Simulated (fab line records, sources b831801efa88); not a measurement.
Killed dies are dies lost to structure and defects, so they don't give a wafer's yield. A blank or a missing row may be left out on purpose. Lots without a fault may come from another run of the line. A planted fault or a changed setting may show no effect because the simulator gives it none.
Chamber matching | flow gf180mcu | GF_CONTACT_ETCH_16 on rie_diel-01: 4 sister chambers
The step etches BARC in N2/H2. 15 wafers are shown with their chamber, then 7 later ones without.

WAFERS WITH THEIR CHAMBER
wafer  | chamber | drypump_motor_current_A (A) | throttle_valve_pct (%) | oes_product_au (a.u.)
L261.3 | 3       | 6.4                         | 13.221                 | 0.844
L261.4 | 1       | 4.9                         | 13.214                 | 0.844
L261.5 | 1       | 5.0                         | 13.231                 | 0.847
L262.2 | 0       | 4.9                         | 13.217                 | 0.857
L262.3 | 3       | 6.4                         | 13.234                 | 0.848
L262.6 | 2       | 5.8                         | 13.222                 | 0.847
L263.1 | 1       | 4.9                         | 13.216                 | 0.850
L263.3 | 0       | 4.9                         | 13.221                 | 0.851
L263.6 | 2       | 5.8                         | 13.212                 | 0.853
L264.1 | 1       | 5.0                         | 13.216                 | 0.850
L264.4 | 0       | 4.9                         | 13.228                 | 0.846
L264.6 | 3       | 6.4                         | 13.236                 | 0.852
L267.1 | 1       | 5.0                         | 13.227                 | 0.849
L267.4 | 0       | 4.9                         | 13.225                 | 0.853
L267.6 | 3       | 6.4                         | 13.225                 | 0.857

SIGNATURES (means of the wafers above)
reading                 | chamber 0 | chamber 1 | chamber 2 | chamber 3 | scatter within a chamber
drypump_motor_current_A | 4.900     | 4.960     | 5.800     | 6.400     | 0.033
throttle_valve_pct      | 13.22275  | 13.22080  | 13.21700  | 13.22900  | 0.00679
oes_product_au          | 0.85175   | 0.84800   | 0.85000   | 0.85025   | 0.00426
Rule: a wafer's distance from a chamber is the root of the sum, over the readings, of the square of ((its reading less the chamber's mean) divided by the reading's scatter). The wafer belongs to the nearest chamber; if the next one is less than 2 further off, it can't be placed. The scatter: the root of (the sum of the squares of (reading less its chamber's mean) over the shown wafers, divided by (wafers less chambers)).

WAFERS WITHOUT THEIR CHAMBER
wafer  | drypump_motor_current_A (A) | throttle_valve_pct (%) | oes_product_au (a.u.)
L268.2 | 6.4                         | 13.205                 | 0.853
L268.3 | 4.9                         | 13.242                 | 0.861
L268.5 | 4.9                         | 13.227                 | 0.857
L270.1 | 6.4                         | 13.228                 | 0.863
L270.2 | 4.9                         | 13.233                 | 0.861
L271.1 | 5.8                         | 13.249                 | 0.845
L271.4 | 5.0                         | 13.224                 | 0.857

WHICH CHAMBER EACH WENT THROUGH
wafer  | from the rows above     | in truth
L268.2 | 3                       | 3
L268.3 | can't be placed: 0 or 1 | 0
L268.5 | can't be placed: 0 or 1 | 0
L270.1 | 3                       | 3
L270.2 | can't be placed: 0 or 1 | 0
L271.1 | 2                       | 2
L271.4 | can't be placed: 1 or 0 | 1
Placed correctly: 3 of 7. Can't be placed from these rows: 4 (the true chamber is among the candidates in 4). Placed wrongly: 0.
